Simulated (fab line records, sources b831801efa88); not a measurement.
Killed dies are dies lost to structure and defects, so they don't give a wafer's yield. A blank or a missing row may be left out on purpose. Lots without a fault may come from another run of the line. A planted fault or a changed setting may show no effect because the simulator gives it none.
Which tool did it? | flow gf180mcu | 6 lots, 18 wafers sampled, at 2 steps of a route of 602

WHAT THE GAUGES READ, wafer by wafer
GF_PSD_CD_MEAS_07: target cd 400 nm.
lot  | measured     | on        | cd_nm (nm)
L255 | day 15 06:55 | cd_sem-02 | 401.2 399.2 400.8
L258 | day 16 08:20 | cd_sem-01 | 400.4 396.7 399.7
L260 | day 17 01:50 | cd_sem-01 | 406.5 403.7 402.8
L265 | day 18 16:42 | cd_sem-02 | 403.1 400.9 402.6
L272 | day 21 07:29 | cd_sem-01 | 402.5 399.8 402.6
L275 | day 22 09:44 | cd_sem-01 | 405.2 403.7 404.0

WHICH TOOL RAN EACH LOT (tool, then ch and the chambers of the sampled wafers, then the start)
lot  | GF_HV_LDD_RTA_52
L255 | rtp_anneal-02 ch 0, day 13 07:44
L258 | rtp_anneal-02 ch 0, day 14 09:56
L260 | rtp_anneal-01 ch 0, day 15 03:07
L265 | rtp_anneal-02 ch 0, day 16 15:52
L272 | rtp_anneal-02 ch 0, day 19 03:32
L275 | rtp_anneal-01 ch 0, day 20 07:30
- GF_HV_LDD_RTA_52: time 10 s.

THE ANSWER, worked out from the rows above alone
Rule: what is usual is taken from the lots themselves. Put in order of their means at a reading, lots are off if they are a third of the lots or fewer, leave a main group of 4 or more, and stand apart from it by a gap of 3 or more times the standard deviation of the main group's means; of several such gaps the widest counts. A main group whose means are all the same, to the digits that the tables above print for the reading, isn't used. A lot without any number at a reading at which 4 lots or more have one is off too. The other lots that the step has rows for count as sound.
No lot is off at any reading shown: from this, nothing can be told.

WHAT THE SIMULATOR HAD PUT IN
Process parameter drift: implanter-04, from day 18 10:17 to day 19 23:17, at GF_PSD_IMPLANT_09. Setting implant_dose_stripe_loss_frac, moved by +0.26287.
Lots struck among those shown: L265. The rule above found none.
